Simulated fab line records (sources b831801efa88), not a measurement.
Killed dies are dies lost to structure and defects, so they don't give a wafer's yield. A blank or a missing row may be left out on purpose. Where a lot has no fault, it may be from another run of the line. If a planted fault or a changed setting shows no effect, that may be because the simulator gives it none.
Comparing a struck lot with a sound one -- flow sky130 -- 18 out of 708 route steps
Sound: wafers L335.2, L335.3, L335.5. Wafers L348.1, L348.3, L348.5 were the ones struck. The cause comes at the end.
Per side, at each step with rows, come the tool, then ch with its chambers, and then its first start. Under that, the readings that differ: sound wafers -- struck wafers -- difference of the means -- sigmas: that difference in standard deviations of wafers without a fault.
alike: a reading whose means differ by less than 2 such deviations, as well as words and numbers matching on both sides. not compared: withheld readings; readings where some wafer has no value; bounds like >300 that might hide an equal value; numbers whose values overlap and for which the record gives no deviation.
The two part at a step that has a row with sigmas, a row that says differs or no value, or rows on one side only. Numbers that don't overlap but have no deviation are shown without sigmas and don't part them. A reading missing from all wafers of one side parts the sides only when that side holds two or more wafers.

first, 6 steps without rows for these wafers: SKY_RES_XHIGH_COAT_02 (resist thk 1140 nm); SKY_RES_XHIGH_SOFTBAKE_03 (time 60 s); SKY_RES_XHIGH_EXPOSE_04 (exposes mask URPM, target cd 1270 nm); SKY_RES_XHIGH_PEB_05; SKY_RES_XHIGH_DEVELOP_06 (develop time 60 s); SKY_RES_XHIGH_IMPLANT_07.
SKY_RES_XHIGH_STRIP_08: strips in O2/N2.
  sound on plasma asher-04 ch 0,1, day 26 21:19; struck on plasma asher-03 ch 0,1, day 31 17:44
  alike: drypump motor current A, o2 flow sccm, oes product au, strip time to endpoint s
  not compared: rf hours counter h
SKY_RES_XHIGH_TW_MEAS_09:
  struck on film metro-02, day 31 17:50; sound on film metro-04, day 26 21:26
  alike: RES_XHIGH_TW
then, 4 steps without rows for these wafers: SKY_SD_N_DEHYDRATE_00 (time 60 s); SKY_SD_N_HMDS_01 (prime time 60 s); SKY_SD_N_COAT_02 (resist thk 1140 nm); SKY_SD_N_SOFTBAKE_03 (time 60 s).
SKY_SD_N_EXPOSE_04: exposes mask NSDM, target cd 380 nm.
  sound on iline stepper-01 ch 0, day 27 11:23; struck on iline stepper-02 ch 0, day 32 07:17
reading,sound,struck,difference,sigmas
mask,NSDM#0 NSDM#0 NSDM#0,NSDM_R1#0 NSDM_R1#0 NSDM_R1#0,differs,
  alike: reticle temp C
then, 2 steps without rows for these wafers: SKY_SD_N_PEB_05; SKY_SD_N_DEVELOP_06 (develop time 60 s).
SKY_SD_N_CD_MEAS_07 targets a cd of 380 nm.
  struck on cd sem-01, day 32 21:23; sound on cd sem-02, day 28 01:54
reading,sound,struck,difference,sigmas
cd nm (nm),381.1 379.3 379.7,333.0 333.7 335.2,-46.1,-16
  not compared: hold
SKY_SD_N_OVL_MEAS_08:
  struck on overlay-01, day 33 02:01; sound on overlay-01, day 28 02:00
reading,sound,struck,difference,sigmas
hold,- - -,await dispo/4.5h/release await dispo/4.5h/release await dispo/4.5h/release,no value on the sound wafers,
  alike: SD_N_OVL
SKY_PAD_OPEN_PROBE_99:
  sound wafers here have rows in the record (prober-02, day 45 19:49); struck ones have none

## WHERE THEY PART
Earliest at SKY_SD_N_EXPOSE_04; latest, in this record, at SKY_PAD_OPEN_PROBE_99.

WHY: the cause the simulator had injected
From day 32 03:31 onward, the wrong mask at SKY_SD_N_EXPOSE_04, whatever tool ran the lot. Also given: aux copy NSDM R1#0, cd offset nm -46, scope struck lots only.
